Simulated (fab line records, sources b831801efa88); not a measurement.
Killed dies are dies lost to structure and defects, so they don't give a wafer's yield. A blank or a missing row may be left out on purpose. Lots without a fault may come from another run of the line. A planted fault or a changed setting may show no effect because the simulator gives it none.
Chamber matching | flow gf180mcu | GF_PASSIVATION_CVD_00 on pecvd-02: 3 sister chambers
The step deposits SiO2 from TEOS, target thk 1000 nm, time 111.95 s. 3 wafers are shown with their chamber, then 10 later ones without.

WAFERS WITH THEIR CHAMBER
wafer  | chamber | heater_power_w (W)
L086.5 | 1       | 713
L086.6 | 0       | 649
L087.5 | 2       | 529

WAFERS WITHOUT THEIR CHAMBER
wafer  | heater_power_w (W)
L087.6 | 626
L089.1 | 849
L089.5 | 688
L089.6 | 611
L090.1 | 583
L090.3 | 566
L090.5 | 630
L095.1 | 565
L095.4 | 843
L095.6 | 444

WHICH CHAMBER EACH WENT THROUGH
wafer  | from the rows above          | in truth
L087.6 | can't be placed: 0 or 1 or 2 | 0
L089.1 | can't be placed: 1 or 0      | 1
L089.5 | can't be placed: 1 or 0 or 2 | 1
L089.6 | can't be placed: 0 or 2 or 1 | 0
L090.1 | can't be placed: 2 or 0 or 1 | 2
L090.3 | can't be placed: 2 or 0 or 1 | 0
L090.5 | can't be placed: 0 or 1 or 2 | 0
L095.1 | can't be placed: 2 or 0 or 1 | 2
L095.4 | can't be placed: 1 or 0      | 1
L095.6 | can't be placed: 2 or 0      | 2
Placed correctly: 0 of 10. Can't be placed from these rows: 10 (the true chamber is among the candidates in 10). Placed wrongly: 0.
How it was worked out, from the rows above alone: a wafer's distance from a chamber is the root of the sum, over the readings, of the square of ((its reading less the chamber's mean) divided by the reading's scatter). The wafer belongs to the nearest chamber; if the next one is less than 2 further off, it can't be placed. A chamber's mean is the mean of its shown wafers. The scatter: with one shown wafer a chamber, the root of the mean of the squares of how far each hidden wafer lies from its nearest shown one.
